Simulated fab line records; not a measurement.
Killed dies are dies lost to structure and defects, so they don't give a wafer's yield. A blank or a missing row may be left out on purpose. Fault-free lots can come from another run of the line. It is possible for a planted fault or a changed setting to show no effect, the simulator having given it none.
Matching of chambers + flow sky130 + SKY_CONTACT_ETCH_17 on rie-diel-04 has 4 sister chambers
The step etches SiO2 in C4F8/O2/Ar, stops on Si3N4, target depth 340 nm. 4 wafers are shown with their chamber, then 6 later ones without.

WAFERS, EACH WITH ITS CHAMBER
| wafer  | chamber | oes-product-au (a.u.) |
|--------|---------|-----------------------|
| L599.2 | 3       | 0.898                 |
| L599.6 | 2       | 0.896                 |
| L613.1 | 1       | 0.895                 |
| L613.5 | 0       | 0.888                 |

WAFERS WITHOUT THEIR CHAMBER
| wafer  | oes-product-au (a.u.) |
|--------|-----------------------|
| L615.1 | 0.895                 |
| L615.3 | 0.898                 |
| L615.4 | 0.889                 |
| L618.1 | 0.899                 |
| L618.2 | 0.886                 |
| L618.6 | 0.890                 |

CHAMBER TAKEN BY EACH
| wafer  | from the rows above     | in truth                   |
|--------|-------------------------|----------------------------|
| L615.1 | can't be placed: 1 or 2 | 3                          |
| L615.3 | can't be placed: 3 or 2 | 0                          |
| L615.4 | 0                       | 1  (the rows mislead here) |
| L618.1 | can't be placed: 3 or 2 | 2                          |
| L618.2 | 0                       | 0                          |
| L618.6 | 0                       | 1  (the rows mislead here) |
Correct placement for 1 of the 6. From these rows, 3 cannot be placed; in 1 the true chamber is one of the candidates. Wrongly placed: 2.
How it was worked out, from the rows above alone: a wafer's distance from a chamber is the root of the sum, over the readings, of the square of ((its reading less the chamber's mean) divided by the reading's scatter). The wafer belongs to the nearest chamber; if the next one is less than 2 further off, it can't be placed. A chamber's mean is the mean of its shown wafers. The scatter: root of mean squared gap, hidden wafer to nearest shown wafer, with one shown wafer a chamber.
